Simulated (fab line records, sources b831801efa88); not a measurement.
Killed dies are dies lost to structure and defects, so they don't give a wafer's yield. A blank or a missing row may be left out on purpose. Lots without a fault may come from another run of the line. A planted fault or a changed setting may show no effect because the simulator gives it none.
Chamber matching | flow sky130 | SKY_VIA4_CMP_02 on cmp-02: 4 sister chambers
The step polishes SiO2. 4 wafers are shown with their chamber, then 9 later ones without.

WAFERS WITH THEIR CHAMBER
wafer  | chamber | motor_current_A (A)
L458.3 | 1       | 12.5
L458.5 | 0       | 12.2
L460.3 | 2       | 11.5
L460.6 | 3       | 12.7

WAFERS WITHOUT THEIR CHAMBER
wafer  | motor_current_A (A)
L462.1 | 11.2
L462.2 | 12.5
L462.3 | 12.7
L467.2 | 11.5
L467.3 | 12.6
L467.4 | 11.8
L468.4 | 12.6
L468.5 | 12.4
L468.6 | 11.0

WHICH CHAMBER EACH WENT THROUGH
wafer  | from the rows above          | in truth
L462.1 | 2                            | 2
L462.2 | can't be placed: 1 or 3 or 0 | 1
L462.3 | can't be placed: 3 or 1      | 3
L467.2 | 2                            | 2
L467.3 | can't be placed: 1 or 3 or 0 | 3
L467.4 | can't be placed: 2 or 0 or 1 | 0
L468.4 | can't be placed: 1 or 3 or 0 | 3
L468.5 | can't be placed: 1 or 0 or 3 | 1
L468.6 | 2                            | 2
Placed correctly: 3 of 9. Can't be placed from these rows: 6 (the true chamber is among the candidates in 6). Placed wrongly: 0.
How it was worked out, from the rows above alone: a wafer's distance from a chamber is the root of the sum, over the readings, of the square of ((its reading less the chamber's mean) divided by the reading's scatter). The wafer belongs to the nearest chamber; if the next one is less than 2 further off, it can't be placed. A chamber's mean is the mean of its shown wafers. The scatter: with one shown wafer a chamber, the root of the mean of the squares of how far each hidden wafer lies from its nearest shown one.
